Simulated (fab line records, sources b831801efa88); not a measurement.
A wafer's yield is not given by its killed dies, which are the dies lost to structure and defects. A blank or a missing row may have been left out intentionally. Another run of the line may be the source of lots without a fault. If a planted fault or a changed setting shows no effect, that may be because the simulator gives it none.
Chamber matching ; flow gf180mcu ; hdpcvd-01 running GF_V4_CVD_00: 3 sister chambers
The step deposits SiO2, target thk 600 nm, time 100 s. 6 wafers are shown with their chamber, then 7 later ones without.

== WAFERS, EACH WITH ITS CHAMBER ==
wafer;chamber;sih4-flow-sccm (sccm)
L547.1;2;59.58
L547.3;1;60.29
L549.1;2;60.31
L549.4;0;59.92
L552.2;0;60.03
L552.4;1;60.14

== WAFERS MISSING THEIR CHAMBER ==
wafer;sih4-flow-sccm (sccm)
L552.6;59.91
L553.1;60.12
L553.4;59.93
L553.6;60.18
L556.1;59.86
L556.3;60.08
L556.4;59.95

== THE CHAMBER EACH PASSED THROUGH ==
wafer;from the rows above;in truth
L552.6;can't be placed: 2 or 0 or 1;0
L553.1;can't be placed: 1 or 0 or 2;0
L553.4;can't be placed: 2 or 0 or 1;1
L553.6;can't be placed: 1 or 0 or 2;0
L556.1;can't be placed: 2 or 0 or 1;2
L556.3;can't be placed: 0 or 2 or 1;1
L556.4;can't be placed: 2 or 0 or 1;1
0 of 7 placed correctly. Unplaceable from these rows: 7, with the true chamber sitting among the candidates in 7. Placed wrongly: 0.
How it was worked out, from the rows above alone: a wafer's distance from a chamber is the root of the sum, over the readings, of the square of ((its reading less the chamber's mean) divided by the reading's scatter). The wafer belongs to the nearest chamber; if the next one is less than 2 further off, it can't be placed. The mean given for a chamber averages the wafers shown for that chamber. The scatter: the root of (the sum of the squares of (reading less its chamber's mean) over the shown wafers, divided by (wafers less chambers)).
